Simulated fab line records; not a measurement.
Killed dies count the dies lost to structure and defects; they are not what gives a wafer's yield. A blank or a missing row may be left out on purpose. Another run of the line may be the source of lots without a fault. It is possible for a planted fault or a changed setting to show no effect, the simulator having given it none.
fab line records    flow gf180mcu
record: lots: 10  wafers: 30  last-day: 34
route steps=602 shown MIM@523 M5@536 V5@557
lots untouched by any fault: they come from a run of this same line in which no faults occurred
start-h: the number of hours between the record's first day and the start of the first shown wafer of the lot    wait-h: hours from the lot's prior step to this one    " unchanged from the row above    L1.1+2: several wafers, shown together as one row    - no value, or no start was given    * or withheld: withheld    < > ~ a bound
route shown NAME@n: names a module that has steps shown in the file, with the first one's number in the route    usual: the fault-free wafers' mean and standard deviation    same: alike in all rows    chamber/n: place in a boat    sites: each site's reading    _std_site: how widely they spread, as a standard deviation    _edge_site: the outer-site mean with the inner-site mean subtracted    radius-mm: how far each site lies from the wafer's centre    mask NAME#n: copy n    behind: tool/chamber where the wafer was last shaped    hold: reason for holding the lot/hours on hold/outcome of the hold    device: which transistor (n, p or np) failed to switch    end of line: at the end of the route, the tests of the same wafers    for a step that has no rows: nothing shown but its recipe    killed: the dies lost at the first sort to structure and to defects; this is not the yield of the wafer    map: dies across one wafer; x = killed, . = not, _ = none there
set.NAME: the run value of the setting; set.NAME@STEP: its run value at that earlier step    model.NAME: the simulator's own value behind a step, which no gauge read
a sample of lots followed through the steps of the route, with each step as a table and each wafer as a row
services: the hour from which a tool's chamber was out of use, counted from the record's first day as start-h (under 0 if before that day), plus the number of hours and why
== steps ==
step: GF_MIM_STRIP_20
recipe: chemistry: O2/N2  power-w: 1400  pressure-mtorr: 1500  platen-temp-c: 250  o2-flow-sccm: 3000  n2-flow-sccm: 300  overash-fraction: 0.5
usual: drypump-motor-current-A: 5.6/0.43  heater-power-w: 333/28  oes-product-au: 0.692/0.0049  strip-time-to-endpoint-s: 11.24/0.035
lot.wafer  tool             chamber  start-h  wait-h  drypump-motor-current-A  heater-power-w  oes-product-au  rf-hours-counter-h  strip-time-to-endpoint-s
L630.2     plasma-asher-03  0        580.82   0.0     6.4                      331             0.690           81                  11.30
L630.4     "                1        "        "       5.2                      286             0.690           -                   11.23
L630.6     "                1        "        "       5.2                      285             0.691           -                   11.26
L631.1     plasma-asher-04  0        590.11   0.0     5.2                      319             0.692           95                  11.29
L631.2     "                1        "        "       5.3                      377             0.692           95                  11.21
L631.5     "                0        "        "       5.2                      316             0.696           -                   11.31
L632.2     plasma-asher-01  0        599.99   0.1     5.6                      356             0.702           19                  11.28
L632.5     "                0        "        "       5.6                      350             0.700           -                   11.30
L632.6     "                1        "        "       5.8                      349             0.701           -                   11.31
L639.1     plasma-asher-03  0        657.82   0.0     6.4                      332             0.684           90                  11.20
L639.2     "                1        "        "       5.2                      290             0.692           90                  11.26
L639.5     "                0        "        "       6.4                      315             0.696           -                   11.24
L641.3     plasma-asher-03  1        666.80   0.1     5.2                      281             0.692           -                   11.18
L641.5     "                0        "        "       6.4                      321             0.683           -                   11.23
L641.6     "                1        "        "       5.2                      282             0.699           -                   11.26
L645.1     plasma-asher-01  1        699.44   0.1     5.8                      345             0.694           23                  11.28
L645.2     "                0        "        "       5.7                      341             0.694           23                  11.25
L645.3     "                1        "        "       5.8                      350             0.689           -                   11.26
L649.1     plasma-asher-04  1        720.40   0.0     5.4                      371             0.683           111                 11.21
L649.4     "                0        "        "       5.2                      316             0.690           -                   11.16
L649.5     "                1        "        "       5.4                      377             0.696           -                   11.22
L648.1     plasma-asher-03  1        721.87   0.0     5.2                      286             0.692           97                  11.25
L648.2     "                0        "        "       6.4                      333             0.691           97                  11.22
L648.5     "                0        "        "       6.4                      317             0.689           -                   11.21
L651.1     plasma-asher-03  0        734.42   0.0     6.4                      324             0.694           98                  11.22
L651.3     "                1        "        "       5.2                      290             0.689           -                   11.21
L651.6     "                0        "        "       6.4                      324             0.689           -                   11.16
L653.1     plasma-asher-04  1        748.20   0.0     5.4                      359             0.692           1                   11.29
L653.2     "                0        "        "       5.2                      334             0.689           1                   11.23
L653.4     "                1        "        "       5.4                      364             0.695           -                   11.24
step: GF_M5_METAL_ETCH_10
recipe: chemistry: Cl2/BCl3  mask-material: KrF  target-depth-nm: 627.5  stop-on: SiO2  pressure-mtorr: 8  icp-w: 800  bias-w: 140  Cl2_flow_sccm: 80  bcl3-flow-sccm: 40  time-s: 104.6
usual: drypump-motor-current-A: 5.5/0.42  oes-product-au: 0.971/0.0064  throttle-valve-pct: 28.251/0.01
lot.wafer  tool          chamber  start-h  wait-h  drypump-motor-current-A  oes-product-au  rf-hours-counter-h  throttle-valve-pct
L630.2     rie-metal-02  1        602.98   0.0     5.1                      0.964           -                   28.248
L630.4     "             1        "        "       5.1                      0.968           -                   28.251
L630.6     "             1        "        "       5.1                      0.971           -                   28.256
L631.1     rie-metal-04  0        611.93   0.0     5.6                      0.972           2.8                 28.250
L631.2     "             1        "        "       6.2                      0.962           3.0                 28.274
L631.5     "             0        "        "       5.6                      0.965           -                   28.259
L632.2     rie-metal-04  1        621.08   0.0     6.2                      0.968           3.3                 28.249
L632.5     "             0        "        "       5.5                      0.974           -                   28.239
L632.6     "             1        "        "       6.2                      0.970           -                   28.252
L639.1     rie-metal-02  1        677.53   0.0     5.1                      0.960           1.2                 28.264
L639.2     "             0        "        "       5.5                      0.968           4.3                 28.259
L639.5     "             0        "        "       5.5                      0.976           -                   28.253
L641.3     rie-metal-04  1        686.47   0.0     6.2                      0.974           -                   28.261
L641.5     "             0        "        "       5.5                      0.975           -                   28.246
L641.6     "             1        "        "       6.2                      0.961           -                   28.271
L645.1     rie-metal-02  0        717.28   0.0     5.5                      0.979           5.5                 28.222
L645.2     "             1        "        "       5.1                      0.971           2.4                 28.240
L645.3     "             1        "        "       5.1                      0.977           -                   28.249
L649.1     rie-metal-02  0        738.38   0.0     5.5                      0.974           6.1                 28.249
L649.4     "             1        "        "       5.1                      0.976           -                   28.249
L649.5     "             1        "        "       5.1                      0.976           -                   28.243
L648.1     rie-metal-04  0        739.33   0.0     5.5                      0.974           8.1                 28.258
L648.2     "             1        "        "       6.2                      0.971           6.6                 28.247
L648.5     "             0        "        "       5.5                      0.979           -                   28.269
L651.1     rie-metal-03  0        751.73   0.0     5.7                      0.985           5.6                 28.240
L651.3     "             0        "        "       5.6                      0.964           -                   28.235
L651.6     "             1        "        "       4.9                      0.976           -                   28.246
L653.1     rie-metal-04  1        764.93   0.0     6.2                      0.961           7.9                 28.262
L653.2     "             0        "        "       5.5                      0.971           9.5                 28.246
L653.4     "             0        "        "       5.5                      0.967           -                   28.254
step: GF_V5_ETCH_17
recipe: chemistry: C4F8/O2/Ar  mask-material: KrF  target: SiO2  stop-on: TiN  source-w: 1500  bias-w: 1200  pressure-mtorr: 40  c4f8-flow-sccm: withheld  O2_flow_sccm: 6  Ar_flow_sccm: 300  time-s: withheld  target-depth-a: 8550
usual: oes-product-au: 0.860/0.0044
lot.wafer  tool         chamber  start-h  wait-h  oes-product-au
L630.2     rie-diel-01  1        -        -       0.853
L630.4     "            1        "        "       0.861
L630.6     "            2        "        "       0.857
L631.1     rie-diel-02  2        -        -       0.859
L631.2     "            3        "        "       0.854
L631.5     "            2        "        "       0.854
L632.2     rie-diel-04  3        -        -       0.856
L632.5     "            1        "        "       0.862
L632.6     "            0        "        "       0.855
L639.1     rie-diel-01  0        -        -       0.860
L639.2     "            2        "        "       0.872
L639.5     "            1        "        "       0.857
L641.3     rie-diel-02  1        -        -       0.862
L641.5     "            0        "        "       0.854
L641.6     "            3        "        "       0.860
L645.1     rie-diel-04  0        -        -       0.855
L645.2     "            2        "        "       0.862
L645.3     "            3        "        "       0.857
L649.1     rie-diel-02  1        -        -       0.865
L649.4     "            0        "        "       0.858
L649.5     "            3        "        "       0.859
L648.1     rie-diel-04  3        -        -       0.866
L648.2     "            2        "        "       0.866
L648.5     "            2        "        "       0.855
L651.1     rie-diel-02  3        -        -       0.866
L651.3     "            2        "        "       0.863
L651.6     "            2        "        "       0.855
L653.1     rie-diel-04  0        -        -       0.863
L653.2     "            1        "        "       0.859
L653.4     "            2        "        "       0.868
step: GF_V5_CVD_23
recipe: material: W  target-thk-nm: 350  time-s: 104.9  temp-c: 400  pressure-torr: 40
usual: heater-power-w: 813/98
lot.wafer  tool      chamber  start-h  wait-h  heater-power-w
L630.2     cvd-w-01  0        626.05   0.0     682
L630.4     "         1        "        "       906
L630.6     "         1        "        "       898
L631.1     cvd-w-01  1        634.81   0.0     873
L631.2     "         0        "        "       686
L631.5     "         0        "        "       685
L632.2     cvd-w-02  0        643.36   0.0     736
L632.5     "         0        "        "       744
L632.6     "         1        "        "       932
L639.1     cvd-w-02  1        697.85   0.0     932
L639.2     "         0        "        "       754
L639.5     "         0        "        "       720
L641.3     cvd-w-02  1        707.08   0.1     925
L641.5     "         1        "        "       952
L641.6     "         0        "        "       739
L645.1     cvd-w-01  0        736.99   0.0     676
L645.2     "         1        "        "       866
L645.3     "         0        "        "       698
L649.1     cvd-w-01  1        757.43   0.0     868
L649.4     "         0        "        "       690
L649.5     "         0        "        "       695
L648.1     cvd-w-01  1        758.19   0.0     883
L648.2     "         0        "        "       703
L648.5     "         1        "        "       884
L651.1     cvd-w-02  0        770.26   0.0     742
L651.3     "         0        "        "       727
L651.6     "         1        "        "       905
L653.1     cvd-w-02  1        783.45   0.0     916
L653.2     "         0        "        "       748
L653.4     "         1        "        "       943
step: GF_V5_RS_MEAS_24
recipe: thk-meas-gauge: four-point-probe  reads: W_of_V5_CVD_23+TiN_of_V5_SPUTTER_22+Ti_of_V5_SPUTTER_21
usual: V5_W_RS: 0.326/0.0037
lot.wafer  tool           chamber  start-h  wait-h  V5_W_RS[ohm/sq]
L630.2     film-metro-02  -        626.18   0.1     0.328
L630.4     "              -        "        "       0.327
L630.6     "              -        "        "       0.328
L631.1     film-metro-02  -        634.92   0.1     0.327
L631.2     "              -        "        "       0.329
L631.5     "              -        "        "       0.326
L632.2     film-metro-02  -        643.49   0.1     0.327
L632.5     "              -        "        "       0.323
L632.6     "              -        "        "       0.328
L639.1     film-metro-02  -        697.96   0.1     0.331
L639.2     "              -        "        "       0.184
L639.5     "              -        "        "       0.328
L641.3     film-metro-02  -        707.19   0.1     0.181
L641.5     "              -        "        "       0.327
L641.6     "              -        "        "       0.322
L645.1     film-metro-02  -        737.10   0.1     0.334
L645.2     "              -        "        "       0.333
L645.3     "              -        "        "       0.334
L649.1     film-metro-02  -        757.54   0.1     0.331
L649.4     "              -        "        "       0.326
L649.5     "              -        "        "       0.327
L648.1     film-metro-03  -        758.30   0.1     0.324
L648.2     "              -        "        "       0.323
L648.5     "              -        "        "       0.327
L651.1     film-metro-03  -        770.37   0.1     0.320
L651.3     "              -        "        "       0.319
L651.6     "              -        "        "       0.323
L653.1     film-metro-01  -        783.56   0.1     0.320
L653.2     "              -        "        "       0.320
L653.4     "              -        "        "       0.321
step: GF_V5_THK_MEAS_25
recipe: thk-meas-gauge: xrf  reads: W_of_V5_CVD_23
usual: V5_W_THK: 358/4.4
lot.wafer  tool           chamber  start-h  wait-h  V5_W_THK[nm]
L630.2     film-metro-02  -        626.29   0.1     357
L630.4     "              -        "        "       358
L630.6     "              -        "        "       359
L631.1     film-metro-02  -        635.04   0.1     363
L631.2     "              -        "        "       358
L631.5     "              -        "        "       362
L632.2     film-metro-02  -        643.60   0.1     360
L632.5     "              -        "        "       367
L632.6     "              -        "        "       358
L639.1     film-metro-02  -        698.08   0.1     358
L639.2     "              -        "        "       -
L639.5     "              -        "        "       361
L641.3     film-metro-02  -        707.29   0.1     -
L641.5     "              -        "        "       359
L641.6     "              -        "        "       367
L645.1     film-metro-02  -        737.22   0.1     354
L645.2     "              -        "        "       353
L645.3     "              -        "        "       353
L649.1     film-metro-02  -        757.66   0.1     353
L649.4     "              -        "        "       359
L649.5     "              -        "        "       358
L648.1     film-metro-03  -        758.42   0.1     356
L648.2     "              -        "        "       358
L648.5     "              -        "        "       353
L651.1     film-metro-03  -        770.49   0.1     360
L651.3     "              -        "        "       357
L651.6     "              -        "        "       355
L653.1     film-metro-01  -        783.68   0.1     363
L653.2     "              -        "        "       364
L653.4     "              -        "        "       364
step: GF_V5_CMP_26
recipe: stop-on: SiO2  down-force-psi: 3.5  platen-rpm: 60  t-overpolish-s: 15  target-thk-nm: 0  pad-velocity-m-s: 0.94248
usual: motor-current-A: 11.1/0.95  slurry-filter-dp-kPa: 13.51/0.12  slurry-flow-ml-min: 150.0/0.52  time-to-endpoint-s: 86/4.2
lot.wafer  tool    chamber  start-h  wait-h  motor-current-A  slurry-filter-dp-kPa  slurry-flow-ml-min  time-to-endpoint-s
L630.4     cmp-02  1        626.34   0.0     12.0             13.60                 150.6               83
L630.2     "       2        "        "       10.9             13.52                 150.2               81
L630.6     "       1        "        "       12.0             13.51                 150.0               83
L631.1     cmp-02  1        635.10   0.1     11.7             13.53                 150.5               86
L631.2     "       0        "        "       11.3             13.50                 150.5               82
L631.5     "       1        "        "       12.0             13.53                 149.8               84
L632.2     cmp-01  0        643.80   0.2     10.7             13.33                 149.8               88
L632.5     "       1        "        "       10.7             13.43                 149.9               85
L632.6     "       2        "        "       10.5             13.41                 150.1               83
L639.2     cmp-01  0        698.14   0.0     10.8             13.40                 150.4               158
L639.1     "       2        "        "       10.4             13.60                 150.3               83
L639.5     "       1        "        "       10.4             13.57                 149.4               81
L641.3     cmp-01  3        707.70   0.4     11.1             13.50                 149.9               161
L641.5     "       1        "        "       10.7             13.53                 150.2               85
L641.6     "       2        "        "       10.2             13.49                 150.1               88
L645.2     cmp-01  1        737.33   0.1     10.9             13.62                 149.2               85
L645.1     "       2        "        "       10.1             13.29                 149.3               83
L645.3     "       3        "        "       10.2             13.54                 149.2               88
L649.4     cmp-01  1        757.72   0.0     10.8             13.24                 150.6               78
L649.1     "       3        "        "       10.5             13.56                 150.0               84
L649.5     "       1        "        "       11.1             13.49                 150.4               81
L648.2     cmp-02  0        758.53   0.1     11.5             13.50                 150.0               92
L648.1     "       2        "        "       10.6             13.57                 149.6               87
L648.5     "       0        "        "       10.9             13.42                 149.8               91
L651.1     cmp-01  1        770.55   0.1     11.3             13.64                 149.7               80
L651.3     "       0        "        "       11.3             13.37                 150.0               90
L651.6     "       2        "        "       9.8              13.47                 149.9               82
L653.1     cmp-01  3        783.79   0.1     10.7             13.48                 150.1               87
L653.2     "       0        "        "       11.3             13.76                 149.7               83
L653.4     "       1        "        "       10.5             13.45                 149.1               82
== services ==
tool             chamber  start-h  hours  kind
rie-diel-02      3        571.98   1.5    repair
rie-metal-04     1        578.66   4.7    repair
rie-metal-04     0        579.55   28.3   repair
rie-metal-02     0        589.40   27.0   repair
rie-diel-02      2        599.29   1.9    repair
rie-diel-04      1        603.69   3.9    repair
cmp-01           -        636.80   0.5    repair
rie-diel-04      2        641.43   14.1   repair
rie-diel-04      1        657.59   18.1   repair
cvd-w-02         -        663.81   2.4    repair
cvd-w-01         0        673.52   2.6    repair
rie-metal-02     -        683.24   0.6    repair
cmp-01           -        690.67   2.4    repair
rie-metal-02     -        694.18   1.2    repair
cmp-01           -        694.20   0.2    repair
cvd-w-01         1        694.38   6.8    repair
rie-metal-04     1        695.66   21.2   repair
plasma-asher-03  -        698.33   2.5    repair
plasma-asher-03  -        724.07   2.8    pm
rie-metal-02     0        725.34   8.1    repair
cmp-01           -        729.38   2.9    pm
cvd-w-02         -        733.59   4.9    repair
cmp-01           -        750.82   4.0    pm
plasma-asher-03  -        777.07   0.5    repair
== key ==
first-sign: step: GF_V5_RS_MEAS_24  reading: V5_W_RS  direction: down  sigmas: 39  usual: 0.326  struck: 0.182
effect: step: GF_V5_THK_MEAS_25  reading: V5_W_THK  direction: missing
effect: step: GF_V5_CMP_26  reading: time-to-endpoint-s  direction: up  sigmas: 17  usual: *  struck: *
met-at GF_V5_CVD_23
struck-lots L639,L641
struck-wafers L639.2,L641.3
not-acting-at GF_MIM_STRIP_20,GF_M5_METAL_ETCH_10,GF_V5_ETCH_17
onset-between 643.36 697.85
fault: kind: process-parameter-drift  tool: cvd-w-02  chamber: -  onset-h: 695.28  steps: GF_V5_CVD_23  channel: target-thk-nm  offset: 275.09  shape: step  end-h: 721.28  scope: struck-wafers-only  acts-in: these-recipes-only  stated: 350
